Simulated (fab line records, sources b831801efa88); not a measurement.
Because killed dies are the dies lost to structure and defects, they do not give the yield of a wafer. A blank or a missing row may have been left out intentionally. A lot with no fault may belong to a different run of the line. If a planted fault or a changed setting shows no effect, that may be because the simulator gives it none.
The tool behind it: which one? + flow gf180mcu + at 1 step of a route of 602, 11 lots with 33 wafers sampled

== WHAT THE GAUGES SHOWED, per wafer ==
GF_V2_RS_MEAS_24: measures by four-point-probe.
| lot  | measured     | on            | V2_W_RS (ohm/sq)  |
|------|--------------|---------------|-------------------|
| L385 | day 20 04:21 | film metro-01 | 0.331 0.328 0.330 |
| L387 | day 21 08:19 | film metro-01 | 0.337 0.344 0.340 |
| L388 | day 21 14:52 | film metro-01 | 0.333 0.327 0.334 |
| L389 | day 22 05:17 | film metro-01 | 0.327 0.328 0.332 |
| L391 | day 23 03:57 | film metro-01 | 0.323 0.326 0.324 |
| L394 | day 24 15:02 | film metro-03 | 0.328 0.332 0.326 |
| L397 | day 25 10:06 | film metro-03 | 0.332 0.332 0.336 |
| L399 | day 26 04:32 | film metro-03 | 0.327 0.330 0.331 |
| L400 | day 26 06:08 | film metro-03 | 0.321 0.321 0.325 |
| L401 | day 26 12:16 | film metro-03 | 0.328 0.327 0.327 |
| L405 | day 27 07:44 | film metro-04 | 0.337 0.337 0.336 |

== WHAT TOOL EACH LOT RAN ON (gives the tool, then ch and the chambers of the sampled wafers, and finally the start) ==
The record shows no process step preceding these readings.

== THE ANSWER, worked out from the rows above alone ==
Rule: the lots themselves supply what counts as usual. The widest of any qualifying gaps counts: lots, ordered by their means at a reading, are off when they make up no more than a third of the lots, leave a main group of 4 or more, and stand apart from it by 3 or more times the standard deviation of that group's means. If all means in a main group match to the digits the tables above print for the reading, that group is not used. A lot without any number at a reading at which 4 lots or more have one is off too. The other lots that the step has rows for count as sound.
Nothing can be told from this: no lot is off at any reading shown.

== WHAT THE SIMULATOR HAD INSERTED ==
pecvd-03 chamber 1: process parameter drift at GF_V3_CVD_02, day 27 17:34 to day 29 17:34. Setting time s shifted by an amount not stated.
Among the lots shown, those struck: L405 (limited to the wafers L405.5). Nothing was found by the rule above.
